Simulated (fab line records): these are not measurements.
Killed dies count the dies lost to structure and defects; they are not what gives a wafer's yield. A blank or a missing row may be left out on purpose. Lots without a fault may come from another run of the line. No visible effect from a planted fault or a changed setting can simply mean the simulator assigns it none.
Chamber matching ; flow sfq line ; SFQ_TRILAYER_I0_DEP_PECVD_027 on pecvd-04 has 3 sister chambers
The step deposits SiO2 from SiH4/N2O, time 111.11 s, target thk 500 nm. 14 wafers are shown with their chamber, then 7 later ones without.

## WAFERS PAIRED WITH THEIR CHAMBERS
wafer;chamber;throttle valve pct (%);heater power w (W)
L825.1;0;24.4;85
L825.4;0;24.2;71
L825.5;1;23.5;91
L826.1;1;23.7;107
L826.3;2;24.7;84
L826.5;1;23.6;109
L835.1;2;24.4;75
L835.5;1;24.1;102
L835.6;2;24.7;81
L839.3;0;24.5;86
L839.5;1;23.9;107
L839.6;2;24.9;82
L841.2;2;24.8;78
L841.5;1;24.1;101

SIGNATURES (averages over the wafers above)
reading;chamber 0;chamber 1;chamber 2;scatter within a chamber
throttle valve pct;24.367;23.817;24.700;0.216
heater power w;80.67;102.83;80.00;6.09
Rule: for each reading, subtract the chamber's mean from the wafer's reading, divide by that reading's scatter and square the result; add these up over the readings and take the root, which gives the wafer's distance from the chamber. If the next closest chamber is less than 2 further off than the closest, the wafer can't be placed; otherwise it belongs to the closest. The scatter: take each reading less its chamber's mean, square it, sum over the shown wafers, divide by the number of wafers less the number of chambers, and take the root.

## WAFERS WHOSE CHAMBER IS MISSING
wafer;throttle valve pct (%);heater power w (W)
L841.6;24.6;79
L845.1;24.8;80
L845.2;23.8;106
L845.5;24.7;83
L847.1;25.2;79
L847.2;24.6;85
L847.4;24.3;108

## WHICH CHAMBER EACH ONE RAN IN
wafer;from the rows above;in truth
L841.6;can't be placed: 2 or 0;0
L845.1;can't be placed: 2 or 0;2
L845.2;1;1
L845.5;can't be placed: 2 or 0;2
L847.1;can't be placed: 2 or 0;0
L847.2;can't be placed: 2 or 0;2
L847.4;1;1
2 of 7 placed correctly. Not placeable from these rows: 5 (in 5, the candidates include the true chamber). Wrongly placed: 0.
